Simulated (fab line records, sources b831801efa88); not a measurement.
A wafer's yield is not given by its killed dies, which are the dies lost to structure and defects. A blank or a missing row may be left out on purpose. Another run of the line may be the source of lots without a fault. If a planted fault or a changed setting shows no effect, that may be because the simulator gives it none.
Code-filled problem report in 8D (eight disciplines) form | flow gf180mcu | the parts of the form that need people (team, actions taken, sign-off) are left out

## 1. THE ISSUE
M2_ALCU_RS at GF_M2_RS_MEAS_05 reads a mean of 0.0544 ohm/sq on 1 wafer of 1 lot; wafers without a fault read 0.0696 ohm/sq with a standard deviation of 0.00078. That puts it -19 standard deviations away from the usual mean.
The step: measures by four-point-probe.
The first sign was on wafer L971.6 at day 26 08:55, on filmMetro-04. At this step, 15 wafers from 5 lots have a number in the record. Rule for "out", or "out of limits": more than 4 standard deviations from the usual mean. The other wafers with a number count as sound.

## 2. WHAT IT IS AND WHAT IT IS NOT
question                    | is                | is not
which readings at this step | M2_ALCU_RS        | -
which lots                  | L971              | L955, L956, L957, L961
which wafers of those lots  | L971.6            | L971.2, L971.4
read on which gauges        | filmMetro-04      | filmMetro-01
when                        | from day 26 08:55 | up to then (14 sound wafers)

## 3. THE SUSPECTS, EACH WITH WHAT RULES IT OUT
Counting: if a tool at a process step up to the reading ran every lot that is out, it stays a suspect. Sound lots after the first of them don't rule it out here, since some wafers of a struck lot are sound.
- the gauge at GF_M2_RS_MEAS_05: kept. All the wafers that are out were read on filmMetro-04, and no step on other tools shows them out.
- plasmaAsher-03 at GF_V1_STRIP_18 (strips in O2/N2): kept. It ran the lot that is out, L971 (day 26 07:25); its last sound lot up to then is L961 (day 22 20:18).
- pvdSputter-01 at GF_V1_SPUTTER_21 (material Ti, target thk 15 nm, time 80.02 s): kept. It ran the lot that is out, L971 (day 26 07:59); its last sound lot up to then is L955 (day 21 00:25).
- cmp-02 at GF_V1_CMP_26 (polishes, stops on SiO2, t overpolish 15 s, target thk 0 nm): kept. It ran the lot that is out, L971 (day 26 08:28); its last sound lot up to then is L961 (day 22 21:17).
- pvdSputter-03 at GF_M2_SPUTTER_02 (material AlCu, target thk 450 nm, time 23.9 s): kept. It ran the lot that is out, L971 (day 26 08:48); its last sound lot up to then is L961 (day 22 21:40).
- pvdSputter-03 at GF_M2_SPUTTER_03 (material Ti, target thk 10 nm, time 6.7 s): kept. It ran the lot that is out, L971 (day 26 08:50); its last sound lot up to then is L961 (day 22 21:42).
- pvdSputter-03 at GF_M2_SPUTTER_04 (material TiN, target thk 50 nm, time 41.7 s): kept. It ran the lot that is out, L971 (day 26 08:51); its last sound lot up to then is L961 (day 22 21:43).
- Within plasmaAsher-03 at GF_V1_STRIP_18: the wafers that are out ran in chamber 1; their sound lot-mates ran in chamber 0.
- In cmp-02 at GF_V1_CMP_26, the wafers that are out were processed in chamber 1 and their sound lot-mates in chambers 2, 3.
Left after counting: plasmaAsher-03 at GF_V1_STRIP_18, pvdSputter-01 at GF_V1_SPUTTER_21, cmp-02 at GF_V1_CMP_26, pvdSputter-03 at GF_M2_SPUTTER_02, pvdSputter-03 at GF_M2_SPUTTER_03, pvdSputter-03 at GF_M2_SPUTTER_04, filmMetro-04 at GF_M2_RS_MEAS_05.

## 4. THE CAUSE (what the simulator had put in)
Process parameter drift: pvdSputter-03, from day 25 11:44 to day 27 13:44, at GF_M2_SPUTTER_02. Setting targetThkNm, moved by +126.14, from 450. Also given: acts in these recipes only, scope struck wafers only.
Counting leaves 7 suspects; this tool is one of them.

## 5. THE EFFECT CHAIN, in route order
Each row: a reading whose mean over the struck wafers that have a number lies more than 3 standard deviations from the usual. Readings are gone through only where the record gives a usual standard deviation; hours: the median, over the lots, of the time from a lot's start at the first step in this table giving one to that lot's start at this step; sigmas: the change measured in usual standard deviations.
hours | step              | reading     | usual         | on struck wafers | change  | sigmas
0     | GF_M2_RS_MEAS_05  | M2_ALCU_RS  | 0.0696 ohm/sq | 0.0544           | -0.0152 | -19
0     | GF_M2_THK_MEAS_06 | M2_ALCU_THK | 449 nm        | 566              | +117    | +22

## 6. HOW IT WOULD HAVE BEEN CAUGHT EARLIER
Counted from the fault's start at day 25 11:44, it took 21 hours until the first out-of-limits reading at a measuring or inspecting step in this record, taken at day 26 08:55.
An alarm limit of 4 standard deviations would not have fired on the tool readings at GF_M2_SPUTTER_02 for which the record gives a usual standard deviation, since none of them was out on any struck wafer.
Lots out: 1; all had begun GF_M2_SPUTTER_02 on pvdSputter-03 by day 26 08:55. Tool hold at that time: it would have spared none of them.
